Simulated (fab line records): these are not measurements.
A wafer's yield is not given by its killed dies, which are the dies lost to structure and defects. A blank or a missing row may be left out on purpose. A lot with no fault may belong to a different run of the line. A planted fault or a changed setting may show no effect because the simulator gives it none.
Shared-tool check + flow gf180mcu + Sampled: 14 lots, 48 wafers

== REASON FOR OPENING ==
2 of 14 lots carry a flag on the reading NWELL_TW at GF_NWELL_TW_MEAS_11. Fault-free wafers read 1576, with a standard deviation of 21.
Rule: a lot is flagged when every wafer of it that has a number lies more than 4 standard deviations from that mean, or none has a number. All remaining lots are regarded as sound.

| lot  | measured    | on           | NWELL_TW, wafer by wafer      | flag    |
|------|-------------|--------------|-------------------------------|---------|
| L554 | day 3 12:49 | filmMetro-01 | 1597 1598 1590                |         |
| L556 | day 3 19:43 | filmMetro-01 | 1591 1598 1600                |         |
| L555 | day 3 20:04 | filmMetro-01 | 1601 1606 1598                |         |
| L557 | day 4 00:25 | filmMetro-02 | 1552 1555 1548                |         |
| L562 | day 5 02:51 | filmMetro-04 | 1569 1573 1576                |         |
| L563 | day 5 07:18 | filmMetro-04 | 1586 1582 1578                |         |
| L564 | day 5 13:38 | filmMetro-01 | 2936 2902 2931 2920 2921 2927 | FLAGGED |
| L565 | day 5 20:03 | filmMetro-04 | 2880 2880 2875 2876 2891 2882 | FLAGGED |
| L568 | day 6 15:55 | filmMetro-01 | 1613 1604 1600                |         |
| L569 | day 6 19:57 | filmMetro-02 | 1551 1558 1551                |         |
| L570 | day 6 23:18 | filmMetro-02 | 1548 1544 1546                |         |
| L572 | day 7 13:33 | filmMetro-02 | 1556 1551 1549                |         |
| L576 | day 8 12:34 | filmMetro-01 | 1589 1595 1596                |         |
| L577 | day 8 14:01 | filmMetro-04 | 1571 1569 1568                |         |
Average over the flagged lots: 2902; offset from the usual +1326, equal to +63 standard deviations.

== TOOL THAT RAN EACH LOT ==
The record holds 1 process step before the reading, out of a route of 602 steps. Each cell gives the tool, then ch followed by the chambers the sampled wafers passed through, then the start.
| lot  | flag    | GF_NWELL_IMPLANT_08            |
|------|---------|--------------------------------|
| L554 |         | implanter-04 ch 0, day 3 12:26 |
| L556 |         | implanter-01 ch 0, day 3 19:19 |
| L555 |         | implanter-03 ch 0, day 3 19:40 |
| L557 |         | implanter-04 ch 0, day 4 00:02 |
| L562 |         | implanter-03 ch 0, day 5 02:27 |
| L563 |         | implanter-04 ch 0, day 5 06:54 |
| L564 | FLAGGED | implanter-04 ch 0, day 5 13:10 |
| L565 | FLAGGED | implanter-04 ch 0, day 5 19:39 |
| L568 |         | implanter-03 ch 0, day 6 15:31 |
| L569 |         | implanter-03 ch 0, day 6 19:33 |
| L570 |         | implanter-01 ch 0, day 6 22:54 |
| L572 |         | implanter-03 ch 0, day 7 13:09 |
| L576 |         | implanter-04 ch 0, day 8 12:10 |
| L577 |         | implanter-04 ch 0, day 8 13:38 |
These steps, and what they do:
- GF_NWELL_IMPLANT_08
- GF_NWELL_TW_MEAS_11

== FLAGGED AGAINST TOTAL, ONE TOOL AT A TIME (gauges that did the reading follow at the end) ==
| step                | tool         | lots run | flagged | share of the flagged lots | sound lots run after its first flagged lot |
|---------------------|--------------|----------|---------|---------------------------|--------------------------------------------|
| GF_NWELL_IMPLANT_08 | implanter-01 | 2        | 0       | none                      | -                                          |
| GF_NWELL_IMPLANT_08 | implanter-03 | 5        | 0       | none                      | -                                          |
| GF_NWELL_IMPLANT_08 | implanter-04 | 7        | 2       | all                       | 2 (L576,L577)                              |
| GF_NWELL_TW_MEAS_11 | filmMetro-01 | 6        | 1       | some                      | 2 (L568,L576)                              |
| GF_NWELL_TW_MEAS_11 | filmMetro-02 | 4        | 0       | none                      | -                                          |
| GF_NWELL_TW_MEAS_11 | filmMetro-04 | 4        | 1       | some                      | 1 (L577)                                   |

== WHAT THE TABLE PERMITS ==
Rows of the table that ran each flagged lot: 1, that is implanter-04 at GF_NWELL_IMPLANT_08.
- implanter-04 at GF_NWELL_IMPLANT_08: 2 of its 7 lots flagged. After the first flagged lot (L576, L577), sound lots still ran on it; a lasting fault on the whole tool would not permit that. Its own readings (beamOnS, doseIonsCm2, faradayCurrentUA) fall more than 4 standard deviations out on all wafers of the flagged lots.
None of the table's rows ran every flagged lot and, after the first, no sound lot.

== WHAT HAD BEEN PUT IN BY THE SIMULATOR ==
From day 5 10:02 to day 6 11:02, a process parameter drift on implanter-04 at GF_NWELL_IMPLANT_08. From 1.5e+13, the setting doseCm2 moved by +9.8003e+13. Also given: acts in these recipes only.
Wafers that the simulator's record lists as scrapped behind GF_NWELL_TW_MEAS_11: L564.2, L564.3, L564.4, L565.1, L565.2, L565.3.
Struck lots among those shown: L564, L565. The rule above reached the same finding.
